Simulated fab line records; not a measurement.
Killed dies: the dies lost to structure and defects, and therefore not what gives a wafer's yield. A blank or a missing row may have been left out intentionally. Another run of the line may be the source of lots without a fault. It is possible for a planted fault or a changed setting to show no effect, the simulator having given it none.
Split-lot study    flow gf180mcu    on a route of 602 steps: 5 lots, 23 wafers read

THE SPLIT ITSELF
At GF_M2_METAL_ETCH_16 (etches the open film in Cl2/BCl3, stops on SiO2, target depth 627.5 nm, time 104.6 s), the setting time s was moved away from the recipe's 104.6 s on 10 of the 23 wafers read, by +10.1% to +14.1%. The other wafers ran this setting at the recipe's value.

Split to reading: the file shows no intervening step.

THE READING
oes product au, in a.u., at GF_M2_STRIP_17 (strips in O2/N2). Typical for fault-free wafers on this fab line: 0.556 a.u., with standard deviation 0.0046 a.u.

wafer   tool, chamber at the split  time s as run, s  against the recipe  oes product au, a.u.  against lot-mates on the recipe
L075.1  rie metal-01, 1             104.6             recipe              0.550                 -
L075.2  rie metal-01, 0             119.3             +14.1%              0.545                 -0.009
L075.3  rie metal-01, 1             104.6             recipe              0.552                 -
L075.5  rie metal-01, 1             104.6             recipe              0.559                 -
L075.6  rie metal-01, 0             119.3             +14.1%              0.540                 -0.014
L077.2  rie metal-04, 1             104.6             recipe              0.552                 -
L077.3  rie metal-04, 1             115.2             +10.1%              0.546                 -0.006
L077.4  rie metal-04, 0             104.6             recipe              0.555                 -
L077.5  rie metal-04, 1             115.2             +10.1%              0.543                 -0.009
L077.6  rie metal-04, 0             104.6             recipe              0.550                 -
L080.1  rie metal-04, 1             104.6             recipe              0.554                 -
L080.3  rie metal-04, 1             104.6             recipe              0.549                 -
L080.6  rie metal-04, 1             104.6             recipe              0.560                 -
L082.1  rie metal-04, 1             116.5             +11.4%              0.544                 -0.009
L082.2  rie metal-04, 1             104.6             recipe              0.556                 -
L082.3  rie metal-04, 1             104.6             recipe              0.550                 -
L082.5  rie metal-04, 1             116.5             +11.4%              0.543                 -0.010
L082.6  rie metal-04, 1             116.5             +11.4%              0.546                 -0.007
L085.1  rie metal-04, 0             117.9             +12.7%              0.545                 -0.011
L085.2  rie metal-04, 1             104.6             recipe              0.556                 -
L085.3  rie metal-04, 0             104.6             recipe              0.557                 -
L085.5  rie metal-04, 1             117.9             +12.7%              0.547                 -0.009
L085.6  rie metal-04, 0             117.9             +12.7%              0.543                 -0.013

THE FIT
A straight line over all 23 wafers: oes product au changes by -0.00079 a.u. for each +1% of time s; r = -0.85; the points scatter about the line by 0.0031 a.u.
The same after taking each lot's own level away (the mean of its wafers on the recipe; 23 wafers): -0.000821 a.u. for each +1%; r = -0.88; scatter 0.0029 a.u.
On that fit, the largest move of time s shifts the reading by 0.012 a.u.
Across the lots, their own levels run from 0.5523 to 0.5565 a.u., a range of 0.9 times the standard deviation given above.
The two slopes agree, so the slope changes little with the lot-to-lot level.
Check: with one of the wafers moved furthest among these (+14.1%) left out of the fit, the line predicts -0.012 a.u. for it against its lot-mates. Against them it came out at -0.00867 a.u.

OTHER SPLITS ON THESE WAFERS
Before the reading, these wafers also passed through other splits. Each is held against what the fit with the lots' levels taken away leaves over:
other split on the same wafers        wafers away from the commonest value  r with oes product au (lot level and that fit taken away)
GF_SAB_CVD_00 time s                  7                                     +0.08
GF_SAB_ETCH_11 source w               11                                    +0.07
GF_CONTACT_CMP_04 leave above ref nm  10                                    +0.16
GF_M1_SPUTTER_04 power w              11                                    +0.21
GF_M2_SPUTTER_02 power w              7                                     -0.12

THE WHOLE CHAIN: every reading that the file lists as answering this split, in the file's order
step                 what it does                                                                          reading                                                                    change (the file's fit)                     r (the file's)
GF_M2_METAL_ETCH_16  etches the open film in Cl2/BCl3, stops on SiO2, target depth 627.5 nm, time 104.6 s  KrF_of_M2_COAT_09.thk nm (the simulator's own value, which no gauge read)  -2.63 nm for each +1% of the setting        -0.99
GF_M2_STRIP_17       strips in O2/N2                                                                       oes product au                                                             -0.000831 a.u. for each +1% of the setting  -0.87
GF_M2_STRIP_17       strips in O2/N2                                                                       strip time to endpoint s                                                   withheld for each +1% of the setting        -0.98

FILE'S OWN FIT
oes product au changes by -0.000831 a.u. for each +1% of time s, r = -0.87.
